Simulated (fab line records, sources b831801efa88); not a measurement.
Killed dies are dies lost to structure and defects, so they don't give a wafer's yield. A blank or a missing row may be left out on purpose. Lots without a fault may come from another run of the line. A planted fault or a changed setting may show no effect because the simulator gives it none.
Problem report in the 8D (eight disciplines) form, filled by code | flow sky130 | the parts of the form that need people (team, actions taken, sign-off) are left out

1. THE PROBLEM
run_length_s at SKY_VT_ADJUST_LVTN_SOFTBAKE_14 reads a mean of 115.00 s on 4 wafers of 2 lots; wafers without a fault read 89.13 s with a standard deviation of 0.18. That is +99 or more standard deviations from the usual mean.
The step: time 60 s.
First seen on wafer L939.1, day 10 08:06, on litho_track-03. The record holds 18 wafers of 6 lots with a number at this step. Rule for "out", or "out of limits": more than 4 standard deviations from the usual mean. The other wafers with a number count as sound.

2. WHAT IT IS AND WHAT IT IS NOT
question                    | is                             | is not
which readings at this step | run_length_s                   | -
which lots                  | L939, L941                     | L930, L931, L943, L949
which wafers of those lots  | L939.1, L939.4, L941.1, L941.4 | L939.2, L941.6
read on which tools         | litho_track-03                 | litho_track-02
when                        | from day 10 08:06              | up to then (7 sound wafers); but 7 sound wafers of L941, L943, L949 came after

3. SUSPECTS, AND WHAT RULES EACH OUT
Counting: a tool at a process step up to the reading stays a suspect if it ran every lot that is out. Sound lots after the first of them don't rule it out here, since some wafers of a struck lot are sound.
- litho_track-03 at SKY_VT_ADJUST_LVTN_SOFTBAKE_14 (time 60 s): kept. It ran every lot that is out, first L939 (day 10 08:06); its last sound lot up to then is L930 (day 8 00:33). Its own readings are out on those wafers: run_length_s.
Left after counting: litho_track-03 at SKY_VT_ADJUST_LVTN_SOFTBAKE_14.

4. THE CAUSE (what the simulator had put in)
Process parameter drift: litho_track-03, from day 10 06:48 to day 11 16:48, at SKY_VT_ADJUST_LVTN_SOFTBAKE_14. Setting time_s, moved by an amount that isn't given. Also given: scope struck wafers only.
Counting left only this tool.

5. THE CHAIN OF EFFECTS, in route order
Each row: a reading whose mean over the struck wafers that have a number lies more than 3 standard deviations from the usual. Only readings for which the record gives a usual standard deviation are gone through. hours: the time from each lot's start at the first step in this table that gives one to its start at this step, as a median over the lots. sigmas: the change in usual standard deviations.
hours | step                           | reading      | usual   | on struck wafers | change | sigmas
0     | SKY_VT_ADJUST_LVTN_SOFTBAKE_14 | run_length_s | 89.13 s | 115.00           | +25.87 | +99 or more
The process steps in it:
- SKY_VT_ADJUST_LVTN_SOFTBAKE_14: time 60 s.
Later measuring or inspecting steps at which every struck wafer that the step has a row for has a number for every such reading, and none has moved that far: SKY_VT_ADJUST_LVTN_OVL_MEAS_18, SKY_VT_ADJUST_LVTN_TW_MEAS_21.

6. WHAT WOULD HAVE CAUGHT IT SOONER
In this record the first reading out of limits was taken at day 10 08:06, 1 hour after the fault began at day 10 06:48.
